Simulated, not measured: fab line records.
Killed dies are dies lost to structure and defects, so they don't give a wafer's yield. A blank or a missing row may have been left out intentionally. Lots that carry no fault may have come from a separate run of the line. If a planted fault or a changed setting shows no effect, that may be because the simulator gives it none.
A lot that was struck, set against a sound lot -- flow sky130 -- 15 out of 708 route steps
Sound: the wafers L115.1, L115.2, L115.5. Struck: wafer L123.5; the same lot's L123.1 was not struck, so it is left out; see the end for the cause.
For every step that has rows: the tool of each side, followed by ch and its chambers, followed by its first start. Under that, the readings that differ: sound wafers -- struck wafers -- difference of the means -- sigmas: that difference in standard deviations of wafers without a fault.
alike: same words and numbers on both sides, and readings whose means sit less than 2 such deviations apart. not compared: any withheld reading, any reading some wafer has no value for, any bound like >300 that may hide the same value, and any number with overlapping values for which the record gives no deviation.
Wherever a step has rows on one side only, a row that says differs or no value, or a row with sigmas, the two part there. When numbers do not overlap yet have no deviation, they are printed without sigmas and do not part them. Lack of a reading on every wafer of one side parts them only where that side has two or more wafers.

first, 8 steps without rows for these wafers: SKY_POLY_GATE_DEHYDRATE_05 (time 60 s); SKY_POLY_GATE_HMDS_06 (prime time 60 s); SKY_POLY_GATE_COAT_07 (resist thk 110 nm); SKY_POLY_GATE_COAT_08 (resist thk 450 nm); SKY_POLY_GATE_SOFTBAKE_09 (time 90 s); SKY_POLY_GATE_EXPOSE_10 (exposes mask P1M, target cd 150 nm); SKY_POLY_GATE_PEB_11; SKY_POLY_GATE_DEVELOP_12 (develop time 60 s).
SKY_POLY_GATE_CD_MEAS_13 targets a cd of 150 nm.
  struck on cd-sem-02, day 23 02:56; sound on cd-sem-01, day 20 01:11
  alike: cd-nm
SKY_POLY_GATE_OVL_MEAS_14:
  struck on overlay-01, day 23 03:03; sound on overlay-02, day 20 01:18
  alike: POLY_GATE_OVL
SKY_POLY_GATE_ETCH_15: etches BARC in N2/H2, stops on SiO2, time 118.5 s, target depth 110 nm.
  sound on rie-diel-03 ch 0,1, day 20 01:20; struck on rie-diel-02 ch 1, day 23 03:05
  alike: drypump-motor-current-A, oes-product-au, throttle-valve-pct
  not compared: rf-hours-counter-h
SKY_POLY_GATE_ETCH_16: etches Si3N4 in CH3F/O2, stops on poly-Si, time 147.5 s, target depth 75 nm.
  sound on rie-diel-03 ch 0,1, day 20 01:25; struck on rie-diel-02 ch 1, day 23 03:10
  alike: drypump-motor-current-A, oes-product-au, throttle-valve-pct
  not compared: rf-hours-counter-h
SKY_POLY_GATE_ETCH_17: etches poly-Si in HBr/Cl2, stops on SiO2, target depth 180 nm, time 70.5 s.
  sound on rie-si-02 ch 0,1,2, day 20 01:31; struck on rie-si-02 ch 2, day 23 03:16
reading,sound,struck,difference,sigmas
oes-product-au (a.u.),0.980 0.990 0.981,0.686,-0.298,-40
model.etch.depth-nm (nm),176.7 176.6 176.3,102.1,-74.4,
model.POLY_GATE.feature-depth-nm (nm),176.7 176.6 176.3,102.1,-74.4,
model.KrF-thick_of_POLY_GATE_COAT_08.thk-nm (nm),136.6 141.7 141.1,180.2,+40.4,
  alike: drypump-motor-current-A, throttle-valve-pct
  not compared: rf-hours-counter-h
SKY_POLY_GATE_STRIP_18: strips in O2/N2.
  sound on plasma-asher-04 ch 0,1, day 20 01:34; struck on plasma-asher-02 ch 0, day 23 03:19
reading,sound,struck,difference,sigmas
oes-product-au (a.u.),0.363 0.359 0.360,0.386,+0.025,+5
strip-time-to-endpoint-s (s),3.12 3.19 3.17,3.59,+0.43,+8
  alike: drypump-motor-current-A
  not compared: rf-hours-counter-h
then, 1 step without rows for these wafers: SKY_POLY_GATE_CLEAN_19 (cleans in SC1/SC2, time 150 s).

## WHERE THEY PART
First at SKY_POLY_GATE_ETCH_17; last, within this record, at SKY_POLY_GATE_STRIP_18.

WHY: whatever the simulator had introduced
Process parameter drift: rie-si-02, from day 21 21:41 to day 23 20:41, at SKY_POLY_GATE_ETCH_17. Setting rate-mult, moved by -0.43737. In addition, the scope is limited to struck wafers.
